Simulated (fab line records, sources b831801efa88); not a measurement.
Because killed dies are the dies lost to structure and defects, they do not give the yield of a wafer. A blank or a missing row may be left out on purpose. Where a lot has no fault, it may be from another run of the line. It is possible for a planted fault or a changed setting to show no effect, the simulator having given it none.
fab line records ; flow sky130
record lots=12; wafers=36; lastDay=50
route steps=708 shown METAL2@498 VIA2@508 METAL3@532 PAD_OPEN@708
lots that met no fault: taken from a fault-free run of the same line
startH: start of the lot's first displayed wafer, in hours after the record's first day ; waitH: hours elapsed since this lot's preceding step ; " as in the row above ; L1.1+2: one row covering several wafers at once ; - no value, or no start was given ; * or withheld: withheld ; < > ~ a bound
route shown NAME@n: NAME is a module with steps in the file, n the number in the route of the first one ; usual: average and standard deviation across the fault-free wafers ; same: alike in all rows ; chamber/n: place in a boat ; sites: the reading at each site ; _std_site: their standard deviation ; _edge_site: outer sites' mean less inner sites' ; radiusMm: how far each site lies from the wafer's centre ; mask NAME#n: copy n ; behind: the most recent tool/chamber to have shaped the wafer ; hold: why the lot was held/for how many hours/how that ended ; device: the n, p or np transistor that did not switch ; end of line: the same wafers' tests at the end of the route ; a step without rows: its recipe alone ; killed: dies that structure and defects cost at the first sort, which is not the same as the wafer's yield ; map: dies across one wafer; x = killed, . = not, _ = none there
set.NAME: the setting as run; set.NAME@STEP: as run at that earlier step ; model.NAME: the simulator's own value behind a step, which no gauge read
a sample of lots followed through the steps of the route, with each step as a table and each wafer as a row
services: the hour from which a tool's chamber was out of use, counted from the record's first day as startH (under 0 if before that day), plus the number of hours and why
## steps
# step SKY_METAL2_CD_MEAS_15
# recipe targetCdNm=140
# usual cdNm=139.9/1.6
lot.wafer;tool;chamber;startH;waitH;cdNm
L319.3;cdSem-02;-;811.11;-;140.0
L319.5;cdSem-02;-;811.11;-;138.3
L319.6;cdSem-02;-;811.11;-;138.6
L320.1;cdSem-02;-;830.97;-;141.5
L320.3;cdSem-02;-;830.97;-;141.2
L320.4;cdSem-02;-;830.97;-;141.2
L326.2;cdSem-01;-;882.14;-;138.1
L326.4;cdSem-01;-;882.14;-;139.5
L326.6;cdSem-01;-;882.14;-;139.9
L328.2;cdSem-01;-;891.12;-;137.2
L328.3;cdSem-01;-;891.12;-;136.2
L328.6;cdSem-01;-;891.12;-;135.9
L329.3;cdSem-01;-;907.54;-;139.8
L329.4;cdSem-01;-;907.54;-;139.7
L329.6;cdSem-01;-;907.54;-;139.4
L333.4;cdSem-02;-;930.78;-;140.5
L333.5;cdSem-02;-;930.78;-;138.7
L333.6;cdSem-02;-;930.78;-;138.0
L334.1;cdSem-01;-;941.04;-;140.1
L334.4;cdSem-01;-;941.04;-;139.2
L334.6;cdSem-01;-;941.04;-;140.0
L336.4;cdSem-02;-;946.65;-;142.3
L336.5;cdSem-02;-;946.65;-;141.1
L336.6;cdSem-02;-;946.65;-;141.8
L337.3;cdSem-01;-;956.24;-;141.9
L337.5;cdSem-01;-;956.24;-;138.8
L337.6;cdSem-01;-;956.24;-;141.4
L339.1;cdSem-02;-;966.19;-;141.4
L339.2;cdSem-02;-;966.19;-;140.2
L339.5;cdSem-02;-;966.19;-;140.3
L340.1;cdSem-01;-;970.15;-;138.7
L340.2;cdSem-01;-;970.15;-;140.3
L340.4;cdSem-01;-;970.15;-;139.3
L341.3;cdSem-01;-;978.34;-;138.4
L341.4;cdSem-01;-;978.34;-;139.1
L341.5;cdSem-01;-;978.34;-;139.8
# step SKY_VIA2_THK_MEAS_01
# recipe reads=SiO2_of_VIA2_HDPCVD_00
# usual VIA2_HDPCVD_THK=1181/11
lot.wafer;tool;chamber;startH;waitH;VIA2_HDPCVD_THK[nm]
L319.3;filmMetro-04;-;812.15;0.1;1180
L319.5;filmMetro-04;-;812.15;0.1;1197
L319.6;filmMetro-04;-;812.15;0.1;1178
L320.1;filmMetro-03;-;832.03;0.1;1155
L320.3;filmMetro-03;-;832.03;0.1;1175
L320.4;filmMetro-03;-;832.03;0.1;1188
L326.2;filmMetro-04;-;883.19;0.1;1187
L326.4;filmMetro-04;-;883.19;0.1;1195
L326.6;filmMetro-04;-;883.19;0.1;1185
L328.2;filmMetro-04;-;892.39;0.1;1192
L328.3;filmMetro-04;-;892.39;0.1;1176
L328.6;filmMetro-04;-;892.39;0.1;1197
L329.3;filmMetro-03;-;908.64;0.1;1190
L329.4;filmMetro-03;-;908.64;0.1;1194
L329.6;filmMetro-03;-;908.64;0.1;1182
L333.4;filmMetro-02;-;931.86;0.0;1177
L333.5;filmMetro-02;-;931.86;0.0;1191
L333.6;filmMetro-02;-;931.86;0.0;1166
L334.1;filmMetro-03;-;942.44;0.1;1171
L334.4;filmMetro-03;-;942.44;0.1;1168
L334.6;filmMetro-03;-;942.44;0.1;1177
L336.4;filmMetro-04;-;947.74;0.1;1195
L336.5;filmMetro-04;-;947.74;0.1;1184
L336.6;filmMetro-04;-;947.74;0.1;1194
L337.3;filmMetro-04;-;957.27;0.1;1195
L337.5;filmMetro-04;-;957.27;0.1;1183
L337.6;filmMetro-04;-;957.27;0.1;1177
L339.1;filmMetro-03;-;967.30;0.1;1199
L339.2;filmMetro-03;-;967.30;0.1;1184
L339.5;filmMetro-03;-;967.30;0.1;1183
L340.1;filmMetro-04;-;971.20;0.1;1163
L340.2;filmMetro-04;-;971.20;0.1;1170
L340.4;filmMetro-04;-;971.20;0.1;1174
L341.3;filmMetro-02;-;979.38;0.1;1181
L341.4;filmMetro-02;-;979.38;0.1;1182
L341.5;filmMetro-02;-;979.38;0.1;1192
# step SKY_METAL3_SPUTTER_00
# recipe material=Ti; targetThkNm=15; powerW=3000; timeS=10; chamberPressurePa=0.4
# usual cathodeDcPowerW=3000.0/0.54; chamberPressurePa=0.4001/0.00083; throttleValvePct=29.8/1.1
lot.wafer;tool;chamber;startH;waitH;cathodeDcPowerW;chamberPressurePa;throttleValvePct
L319.3;pvdSputter-03;-;841.69;0.1;2999.6;0.4000;29.5
L319.5;pvdSputter-03;-;841.69;0.1;3000.8;0.4006;29.4
L319.6;pvdSputter-03;-;841.69;0.1;2999.9;0.4015;32.2
L320.1;pvdSputter-03;-;859.50;0.1;2999.8;0.3998;32.2
L320.3;pvdSputter-03;-;859.50;0.1;2999.5;0.4008;29.3
L320.4;pvdSputter-03;-;859.50;0.1;3000.7;0.4006;31.9
L326.2;pvdSputter-04;-;909.35;0.2;2999.9;0.4011;29.3
L326.4;pvdSputter-04;-;909.35;0.2;2999.8;0.3994;30.2
L326.6;pvdSputter-04;-;909.35;0.2;3000.6;0.4013;29.1
L328.2;pvdSputter-03;-;918.77;0.1;3000.1;0.3979;31.9
L328.3;pvdSputter-03;-;918.77;0.1;2998.9;0.3995;29.7
L328.6;pvdSputter-03;-;918.77;0.1;3000.2;0.4002;31.6
L329.3;pvdSputter-01;-;934.77;0.2;3000.2;0.3982;28.8
L329.4;pvdSputter-01;-;934.77;0.2;3000.0;0.4001;30.1
L329.6;pvdSputter-01;-;934.77;0.2;2999.5;0.4010;29.8
L333.4;pvdSputter-01;-;957.24;0.2;2999.5;0.3985;29.0
L333.5;pvdSputter-01;-;957.24;0.2;3000.8;0.3991;29.8
L333.6;pvdSputter-01;-;957.24;0.2;3000.4;0.3996;28.8
L334.1;pvdSputter-01;-;968.26;0.1;2999.3;0.4012;29.7
L334.4;pvdSputter-01;-;968.26;0.1;2999.2;0.4017;30.3
L334.6;pvdSputter-01;-;968.26;0.1;3000.4;0.3997;29.5
L336.4;pvdSputter-01;-;973.55;0.2;2999.5;0.4008;30.4
L336.5;pvdSputter-01;-;973.55;0.2;3001.0;0.4006;29.8
L336.6;pvdSputter-01;-;973.55;0.2;3000.0;0.4010;30.0
L337.3;pvdSputter-01;-;983.60;0.2;3000.6;0.3997;29.6
L337.5;pvdSputter-01;-;983.60;0.2;2999.9;0.4000;28.7
L337.6;pvdSputter-01;-;983.60;0.2;3000.7;0.4005;29.4
L339.1;pvdSputter-01;-;994.83;0.1;3000.1;0.4000;29.7
L339.2;pvdSputter-01;-;994.83;0.1;2999.4;0.4006;28.7
L339.5;pvdSputter-01;-;994.83;0.1;2999.8;0.4003;28.5
L340.1;pvdSputter-01;-;998.43;0.2;3000.4;0.4000;28.8
L340.2;pvdSputter-01;-;998.43;0.2;2999.8;0.4010;29.9
L340.4;pvdSputter-01;-;998.43;0.2;2999.6;0.4002;28.9
L341.3;pvdSputter-01;-;1005.34;0.1;2999.8;0.4006;28.8
L341.4;pvdSputter-01;-;1005.34;0.1;2999.1;0.3993;30.1
L341.5;pvdSputter-01;-;1005.34;0.1;2999.9;0.3993;30.4
# step SKY_METAL3_SPUTTER_03
# recipe material=Ti; targetThkNm=5; powerW=3000; timeS=3.3; chamberPressurePa=0.4
# usual cathodeDcPowerW=3000.0/0.52; chamberPressurePa=0.3999/0.00072; throttleValvePct=29.8/1.1
lot.wafer;tool;chamber;startH;waitH;cathodeDcPowerW;chamberPressurePa;throttleValvePct
L319.3;pvdSputter-03;-;841.78;0.0;2998.7;0.3985;29.4
L319.5;pvdSputter-03;-;841.78;0.0;2999.9;0.3985;29.6
L319.6;pvdSputter-03;-;841.78;0.0;2999.8;0.3998;32.2
L320.1;pvdSputter-03;-;859.59;0.0;2999.4;0.3981;32.0
L320.3;pvdSputter-03;-;859.59;0.0;3000.5;0.4007;29.4
L320.4;pvdSputter-03;-;859.59;0.0;3000.2;0.4003;31.6
L326.2;pvdSputter-04;-;909.44;0.0;3000.6;0.4004;29.7
L326.4;pvdSputter-04;-;909.44;0.0;3000.2;0.4005;29.8
L326.6;pvdSputter-04;-;909.44;0.0;2999.6;0.3987;29.4
L328.2;pvdSputter-03;-;918.86;0.0;-;-;-
L328.3;pvdSputter-03;-;918.86;0.0;-;-;-
L328.6;pvdSputter-03;-;918.86;0.0;-;-;-
L329.3;pvdSputter-01;-;934.86;0.0;-;-;-
L329.4;pvdSputter-01;-;934.86;0.0;-;-;-
L329.6;pvdSputter-01;-;934.86;0.0;-;-;-
L333.4;pvdSputter-01;-;957.33;0.0;2999.7;0.3996;28.6
L333.5;pvdSputter-01;-;957.33;0.0;3000.3;0.3997;29.4
L333.6;pvdSputter-01;-;957.33;0.0;2999.9;0.3998;28.6
L334.1;pvdSputter-01;-;968.34;0.0;3000.9;0.4003;29.9
L334.4;pvdSputter-01;-;968.34;0.0;2999.7;0.4000;30.3
L334.6;pvdSputter-01;-;968.34;0.0;2999.2;0.4012;29.4
L336.4;pvdSputter-01;-;973.63;0.0;3000.4;0.3990;29.8
L336.5;pvdSputter-01;-;973.63;0.0;2999.5;0.3989;29.7
L336.6;pvdSputter-01;-;973.63;0.0;2999.5;0.3998;29.9
L337.3;pvdSputter-01;-;983.68;0.0;2999.3;0.3993;29.5
L337.5;pvdSputter-01;-;983.68;0.0;3000.1;0.3998;28.8
L337.6;pvdSputter-01;-;983.68;0.0;2999.8;0.3997;29.8
L339.1;pvdSputter-01;-;994.92;0.0;3000.3;0.3999;29.6
L339.2;pvdSputter-01;-;994.92;0.0;3000.0;0.4006;28.8
L339.5;pvdSputter-01;-;994.92;0.0;3000.3;0.3997;28.9
L340.1;pvdSputter-01;-;998.52;0.0;2999.0;0.4012;28.7
L340.2;pvdSputter-01;-;998.52;0.0;3000.5;0.4003;30.2
L340.4;pvdSputter-01;-;998.52;0.0;3000.5;0.3991;28.8
L341.3;pvdSputter-01;-;1005.43;0.0;2999.4;0.4011;28.7
L341.4;pvdSputter-01;-;1005.43;0.0;2999.7;0.4002;29.9
L341.5;pvdSputter-01;-;1005.43;0.0;2999.3;0.4005;30.2
# step SKY_PAD_OPEN_PROBE_99
# usual defectLimitedYield=82.7/1.9; killed_at_M0_to_M3=43/6.8; killed_at_M4_up=2.9/1.7; killedAtContacts=24/5.4; killedAtFrontEnd=15/4.8; killedAtOther=0.3/0.57; killedDies=85/9.4; killedOpen=47/7.5; killedShort=38/5.7; sort_bin_3_pad_short=0.8/0.37; sort_bin_5_function=10.2/1.5; sort_bin_6_memory=6.2/1.1; sortNPass=407/9.4; sortYieldPct=82.7/1.9
# same grossDies=492; killedAtBackSide=0; sort_bin_4_leakage[%]=0; sort_bin_8_speed[%]=0
lot.wafer;tool;chamber;startH;waitH;defectLimitedYield[%];killed_at_M0_to_M3;killed_at_M4_up;killedAtContacts;killedAtFrontEnd;killedAtOther;killedDies;killedOpen;killedShort;sort_bin_3_pad_short[%];sort_bin_5_function[%];sort_bin_6_memory[%];sortNPass;sortYieldPct[%]
L319.3;prober-01;-;1065.39;0.2;84.3;42;4;21;10;0;77;46;31;0.8;6.9;7.9;415;84.3
L319.5;prober-01;-;1065.49;0.2;84.8;35;1;32;7;0;75;42;33;0.4;9.3;5.5;417;84.8
L319.6;prober-01;-;1065.54;0.2;85.0;38;0;19;17;0;74;49;25;0.2;10.6;4.3;418;85.0
L320.1;prober-01;-;1080.43;0.1;84.1;35;3;24;16;0;78;45;33;0.8;6.3;8.7;414;84.1
L320.3;prober-01;-;1080.53;0.2;82.7;42;4;26;11;2;85;44;41;1.0;10.4;5.9;407;82.7
L320.4;prober-01;-;1080.58;0.2;84.1;44;2;16;16;0;78;42;36;0.6;8.9;6.3;414;84.1
L326.2;prober-01;-;1120.72;0.1;81.9;41;0;33;15;0;89;53;36;1.0;10.8;6.3;403;81.9
L326.4;prober-01;-;1120.82;0.2;81.9;46;1;30;12;0;89;44;45;1.4;9.1;7.5;403;81.9
L326.6;prober-01;-;1120.92;0.2;79.1;54;5;28;16;0;103;56;47;0.4;13.4;7.1;389;79.1
L328.2;prober-01;-;1129.17;0.1;80.9;46;6;26;16;0;94;51;43;0.6;10.6;7.9;398;80.9
L328.3;prober-01;-;1129.22;0.2;80.9;44;5;31;14;0;94;51;43;1.2;11.0;6.9;398;80.9
L328.6;prober-01;-;1129.37;0.2;83.5;30;2;32;17;0;81;39;42;0.6;9.1;6.7;411;83.5
L329.3;prober-02;-;1141.69;0.2;84.6;40;3;21;11;1;76;29;47;0.6;9.6;5.3;416;84.6
L329.4;prober-02;-;1141.74;0.2;85.0;42;3;14;15;0;74;37;37;1.4;8.1;5.5;418;85.0
L329.6;prober-02;-;1141.84;0.2;80.9;49;2;26;16;1;94;55;39;0.6;11.6;6.9;398;80.9
L333.4;prober-02;-;1155.38;0.2;84.8;36;3;28;8;0;75;42;33;0.4;9.6;5.3;417;84.8
L333.5;prober-02;-;1155.43;0.2;83.9;38;3;28;9;1;79;36;43;0.6;9.6;5.9;413;83.9
L333.6;prober-02;-;1155.48;0.2;81.5;44;4;32;11;0;91;53;38;1.4;9.1;7.9;401;81.5
L334.1;prober-02;-;1169.27;0.1;80.7;48;3;29;15;0;95;53;42;1.2;10.8;7.3;397;80.7
L334.4;prober-02;-;1169.42;0.2;82.7;38;2;29;16;0;85;43;42;1.4;10.8;5.1;407;82.7
L334.6;prober-02;-;1169.52;0.2;81.7;50;2;26;12;0;90;43;47;0.4;11.2;6.7;402;81.7
L336.4;prober-01;-;1171.51;0.2;82.3;46;2;23;16;0;87;46;41;0.4;10.6;6.7;405;82.3
L336.5;prober-01;-;1171.56;0.2;85.4;39;2;16;15;0;72;39;33;1.2;9.3;4.1;420;85.4
L336.6;prober-01;-;1171.61;0.2;81.5;39;1;31;20;0;91;58;33;0.4;11.6;6.5;401;81.5
L337.3;prober-02;-;1173.32;0.2;88.6;31;1;19;5;0;56;29;27;0.6;6.7;4.1;436;88.6
L337.5;prober-02;-;1173.42;0.2;86.4;41;5;12;8;1;67;32;35;0.4;8.1;5.1;425;86.4
L337.6;prober-02;-;1173.47;0.2;84.8;37;4;23;10;1;75;43;32;0.6;9.8;4.9;417;84.8
L339.1;prober-02;-;1182.76;0.1;87.0;31;3;21;9;0;64;32;32;0.6;8.5;3.9;428;87.0
L339.2;prober-02;-;1182.81;0.1;82.5;38;5;26;17;0;86;48;38;0.2;11.2;6.1;406;82.5
L339.5;prober-02;-;1182.96;0.2;84.8;39;5;19;12;0;75;33;42;0.6;9.1;5.5;417;84.8
L340.1;prober-01;-;1184.58;0.1;82.7;39;2;25;19;0;85;45;40;1.2;9.6;6.5;407;82.7
L340.2;prober-01;-;1184.63;0.1;82.7;35;1;22;26;1;85;47;38;1.0;9.8;6.5;407;82.7
L340.4;prober-01;-;1184.73;0.2;83.5;42;2;24;13;0;81;34;47;1.4;8.5;6.5;411;83.5
L341.3;prober-02;-;1188.38;0.2;83.5;44;5;17;14;1;81;34;47;0.6;8.5;7.3;411;83.5
L341.4;prober-02;-;1188.43;0.2;85.2;43;7;15;7;1;73;39;34;0.6;8.9;5.3;419;85.2
L341.5;prober-02;-;1188.48;0.2;79.9;56;3;27;13;0;99;56;43;1.0;13.2;5.9;393;79.9
# killed by level:class
L319.3 VIA1:geometricParticle:open=12 CONTACT:geometricParticle:open=8 VIA1:geometricParticle:short=6 VIA3:geometricParticle:open=6 FIELD_ISO:geometricParticle:open=5 LI_CONTACT:geometricParticle:open=5 LOCAL_INTERCONNECT:geometricParticle:short=4 METAL2:geometricParticle:short=4
L319.5 VIA3:geometricParticle:open=10 CONTACT:geometricParticle:open=9 LI_CONTACT:geometricParticle:open=6 LI_CONTACT:geometricParticle:short=6 VIA1:geometricParticle:open=6 LOCAL_INTERCONNECT:geometricParticle:short=5 METAL1:geometricParticle:short=5 CONTACT:geometricParticle:short=4
L319.6 VIA1:geometricParticle:open=18 POLY_GATE:geometricParticle:open=7 CONTACT:geometricParticle:open=6 LI_CONTACT:geometricParticle:open=5 CONTACT:geometricParticle:short=5 FIELD_ISO:geometricParticle:open=3 POLY_GATE:geometricParticle:short=3 METAL2:geometricParticle:short=3
L320.1 CONTACT:geometricParticle:open=11 VIA2:geometricParticle:open=8 VIA1:geometricParticle:open=6 FIELD_ISO:geometricParticle:short=5 POLY_GATE:geometricParticle:open=5 METAL1:geometricParticle:short=5 LI_CONTACT:geometricParticle:open=5 VIA3:geometricParticle:open=5
L320.3 LI_CONTACT:geometricParticle:open=10 CONTACT:geometricParticle:open=9 VIA2:geometricParticle:open=8 CONTACT:geometricParticle:short=6 METAL1:geometricParticle:short=6 VIA1:geometricParticle:open=5 METAL2:geometricParticle:short=5 FIELD_ISO:geometricParticle:short=4
L320.4 VIA2:geometricParticle:open=11 VIA1:geometricParticle:open=10 FIELD_ISO:geometricParticle:short=6 LI_CONTACT:geometricParticle:open=6 METAL2:geometricParticle:short=6 FIELD_ISO:geometricParticle:open=5 CONTACT:geometricParticle:open=4 VIA1:geometricParticle:short=4
L326.2 CONTACT:geometricParticle:open=12 VIA1:geometricParticle:open=9 LI_CONTACT:geometricParticle:open=8 VIA3:geometricParticle:open=8 CONTACT:geometricParticle:short=7 POLY_GATE:geometricParticle:open=6 LI_CONTACT:geometricParticle:short=5 VIA1:geometricParticle:short=5
L326.4 LOCAL_INTERCONNECT:geometricParticle:short=9 CONTACT:geometricParticle:open=8 VIA1:geometricParticle:open=8 VIA3:geometricParticle:open=8 LI_CONTACT:geometricParticle:open=6 METAL2:geometricParticle:short=6 VIA2:geometricParticle:open=6 CONTACT:geometricParticle:short=5
L326.6 CONTACT:geometricParticle:open=13 VIA3:geometricParticle:open=12 METAL2:geometricParticle:short=9 VIA1:geometricParticle:open=8 FIELD_ISO:geometricParticle:open=6 LI_CONTACT:geometricParticle:open=6 METAL3:geometricParticle:short=6 METAL1:geometricParticle:short=5
L328.2 LI_CONTACT:geometricParticle:open=8 VIA1:geometricParticle:open=8 VIA3:geometricParticle:open=7 CONTACT:geometricParticle:open=6 VIA2:geometricParticle:open=6 VIA1:geometricParticle:short=5 CONTACT:geometricParticle:short=5 POLY_GATE:geometricParticle:short=4
L328.3 LI_CONTACT:geometricParticle:open=11 VIA3:geometricParticle:open=11 CONTACT:geometricParticle:open=8 METAL1:geometricParticle:short=6 FIELD_ISO:geometricParticle:short=5 VIA1:geometricParticle:open=5 METAL2:geometricParticle:short=5 LI_CONTACT:geometricParticle:short=4
L328.6 CONTACT:geometricParticle:open=13 METAL1:geometricParticle:short=8 POLY_GATE:geometricParticle:short=6 LI_CONTACT:geometricParticle:open=6 LOCAL_INTERCONNECT:geometricParticle:short=6 VIA3:geometricParticle:open=5 FIELD_ISO:geometricParticle:short=4 VIA1:geometricParticle:open=4
L329.3 CONTACT:geometricParticle:open=10 METAL2:geometricParticle:short=7 METAL1:geometricParticle:short=6 VIA1:geometricParticle:open=5 VIA2:geometricParticle:open=5 VIA3:geometricParticle:open=5 LOCAL_INTERCONNECT:geometricParticle:short=4 SPACER:geometricParticle:short=3
L329.4 VIA1:geometricParticle:open=14 VIA1:geometricParticle:short=6 CONTACT:geometricParticle:open=5 METAL1:geometricParticle:short=4 FIELD_ISO:geometricParticle:open=3 FIELD_ISO:geometricParticle:short=3 SPACER:geometricParticle:open=3 SPACER:geometricParticle:short=3
L329.6 CONTACT:geometricParticle:open=15 VIA1:geometricParticle:open=11 VIA1:geometricParticle:short=9 FIELD_ISO:geometricParticle:short=7 LI_CONTACT:geometricParticle:open=7 VIA3:geometricParticle:open=6 VIA3:geometricParticle:short=5 METAL2:geometricParticle:short=4
L333.4 CONTACT:geometricParticle:open=11 VIA1:geometricParticle:open=7 METAL2:geometricParticle:short=6 LI_CONTACT:geometricParticle:open=5 LOCAL_INTERCONNECT:geometricParticle:short=5 METAL1:geometricParticle:short=5 VIA2:geometricParticle:open=5 LI_CONTACT:geometricParticle:short=4
L333.5 CONTACT:geometricParticle:short=9 METAL2:geometricParticle:short=8 VIA3:geometricParticle:open=8 VIA1:geometricParticle:open=6 LI_CONTACT:geometricParticle:open=5 VIA2:geometricParticle:open=5 POLY_GATE:geometricParticle:short=4 POLY_GATE:geometricParticle:open=4
L333.6 LI_CONTACT:geometricParticle:open=10 VIA3:geometricParticle:open=9 CONTACT:geometricParticle:open=9 VIA1:geometricParticle:open=9 VIA2:geometricParticle:open=8 CONTACT:geometricParticle:short=6 FIELD_ISO:geometricParticle:short=4 LOCAL_INTERCONNECT:geometricParticle:short=4
L334.1 CONTACT:geometricParticle:open=14 VIA1:geometricParticle:open=11 METAL1:geometricParticle:short=8 CONTACT:geometricParticle:short=7 VIA2:geometricParticle:open=7 VIA1:geometricParticle:short=6 VIA3:geometricParticle:open=6 FIELD_ISO:geometricParticle:open=5
L334.4 METAL1:geometricParticle:short=10 VIA3:geometricParticle:open=8 LI_CONTACT:geometricParticle:open=8 VIA1:geometricParticle:open=8 CONTACT:geometricParticle:open=7 CONTACT:geometricParticle:short=6 FIELD_ISO:geometricParticle:open=5 LI_CONTACT:geometricParticle:short=4
L334.6 CONTACT:geometricParticle:open=8 VIA1:geometricParticle:open=8 METAL1:geometricParticle:short=7 LI_CONTACT:geometricParticle:open=7 VIA2:geometricParticle:open=7 CONTACT:geometricParticle:short=6 METAL2:geometricParticle:short=6 VIA1:geometricParticle:short=5
L336.4 CONTACT:geometricParticle:open=13 VIA1:geometricParticle:open=10 VIA1:geometricParticle:short=9 VIA3:geometricParticle:open=6 VIA2:geometricParticle:open=4 VIA2:geometricParticle:short=4 METAL2:geometricParticle:short=4 FIELD_ISO:geometricParticle:short=3
L336.5 VIA3:geometricParticle:open=9 FIELD_ISO:geometricParticle:short=6 LI_CONTACT:geometricParticle:open=6 VIA2:geometricParticle:open=6 VIA1:geometricParticle:short=5 METAL2:geometricParticle:open=5 LOCAL_INTERCONNECT:geometricParticle:short=4 CONTACT:geometricParticle:open=4
L336.6 CONTACT:geometricParticle:open=13 LI_CONTACT:geometricParticle:open=12 FIELD_ISO:geometricParticle:open=9 VIA1:geometricParticle:open=7 VIA3:geometricParticle:open=6 POLY_GATE:geometricParticle:open=5 METAL1:geometricParticle:short=5 VIA3:geometricParticle:short=5
L337.3 VIA1:geometricParticle:open=6 CONTACT:geometricParticle:open=6 VIA3:geometricParticle:open=6 LI_CONTACT:geometricParticle:short=4 LI_CONTACT:geometricParticle:open=4 CONTACT:geometricParticle:short=4 METAL1:geometricParticle:short=3 VIA1:geometricParticle:short=3
L337.5 VIA1:geometricParticle:open=14 METAL3:geometricParticle:short=5 METAL4:geometricParticle:short=5 LOCAL_INTERCONNECT:geometricParticle:short=4 CONTACT:geometricParticle:open=4 METAL1:geometricParticle:short=4 METAL2:geometricParticle:short=4 POLY_GATE:geometricParticle:open=3
L337.6 CONTACT:geometricParticle:open=12 VIA1:geometricParticle:open=9 VIA2:geometricParticle:open=7 VIA3:geometricParticle:open=6 LOCAL_INTERCONNECT:geometricParticle:short=5 LI_CONTACT:geometricParticle:open=4 VIA3:geometricParticle:short=4 METAL1:geometricParticle:short=4
L339.1 CONTACT:geometricParticle:open=9 VIA3:geometricParticle:open=8 VIA2:geometricParticle:open=6 METAL2:geometricParticle:short=5 LI_CONTACT:geometricParticle:short=4 METAL1:geometricParticle:short=4 POLY_GATE:geometricParticle:short=3 LOCAL_INTERCONNECT:geometricParticle:short=3
L339.2 LI_CONTACT:geometricParticle:open=9 VIA1:geometricParticle:open=9 VIA3:geometricParticle:open=8 CONTACT:geometricParticle:open=8 POLY_GATE:geometricParticle:short=6 METAL2:geometricParticle:short=6 VIA2:geometricParticle:open=6 LOCAL_INTERCONNECT:geometricParticle:short=5
L339.5 VIA1:geometricParticle:open=10 METAL1:geometricParticle:short=7 CONTACT:geometricParticle:open=7 FIELD_ISO:geometricParticle:short=5 VIA2:geometricParticle:open=5 METAL4:geometricParticle:short=5 CONTACT:geometricParticle:short=4 METAL2:geometricParticle:short=4
L340.1 VIA1:geometricParticle:open=9 CONTACT:geometricParticle:open=8 LOCAL_INTERCONNECT:geometricParticle:short=7 FIELD_ISO:geometricParticle:open=5 POLY_GATE:geometricParticle:open=5 CONTACT:geometricParticle:short=5 METAL1:geometricParticle:short=5 VIA2:geometricParticle:open=5
L340.2 FIELD_ISO:geometricParticle:short=10 LI_CONTACT:geometricParticle:open=9 VIA1:geometricParticle:open=9 FIELD_ISO:geometricParticle:open=7 CONTACT:geometricParticle:open=7 VIA3:geometricParticle:open=7 CONTACT:geometricParticle:short=4 METAL1:geometricParticle:short=4
L340.4 LI_CONTACT:geometricParticle:open=9 METAL2:geometricParticle:short=6 METAL3:geometricParticle:short=5 VIA2:geometricParticle:open=5 VIA2:geometricParticle:short=5 METAL1:geometricParticle:short=4 LI_CONTACT:geometricParticle:short=4 CONTACT:geometricParticle:short=4
L341.3 METAL1:geometricParticle:short=9 VIA2:geometricParticle:open=8 VIA1:geometricParticle:open=8 CONTACT:geometricParticle:short=6 LOCAL_INTERCONNECT:geometricParticle:short=6 METAL2:geometricParticle:short=5 VIA3:geometricParticle:open=5 VIA2:geometricParticle:short=4
L341.4 VIA1:geometricParticle:open=12 LI_CONTACT:geometricParticle:open=6 METAL2:geometricParticle:short=6 METAL1:geometricParticle:short=6 CONTACT:geometricParticle:open=5 METAL3:geometricParticle:short=4 METAL4:geometricParticle:open=3 VIA2:geometricParticle:open=3
L341.5 VIA1:geometricParticle:open=12 CONTACT:geometricParticle:open=11 METAL1:geometricParticle:short=10 LI_CONTACT:geometricParticle:short=6 LI_CONTACT:geometricParticle:open=6 METAL2:geometricParticle:short=5 METAL2:geometricParticle:open=5 VIA2:geometricParticle:short=5
## services
tool;chamber;startH;hours;kind
pvdSputter-04;-;869.55;6.5;repair
pvdSputter-01;-;876.32;5.7;repair
pvdSputter-04;-;931.35;1.4;repair
pvdSputter-03;-;948.12;3.5;repair
pvdSputter-03;-;955.13;5.2;repair
pvdSputter-03;-;987.20;4.1;repair
## key
firstSign step=SKY_METAL3_SPUTTER_03; reading=toolRecord; direction=missing
effect none on later readings
metAt SKY_METAL3_SPUTTER_03
struckLots L328,L329
notActingAt SKY_METAL2_CD_MEAS_15,SKY_VIA2_THK_MEAS_01,SKY_METAL3_SPUTTER_00
onsetBetween 859.59 918.86
fault kind=skippedStepWhole; tool=pvdSputter-01,pvdSputter-03; chamber=-; onsetH=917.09; steps=SKY_METAL3_SPUTTER_03; scope=struckLotsOnly
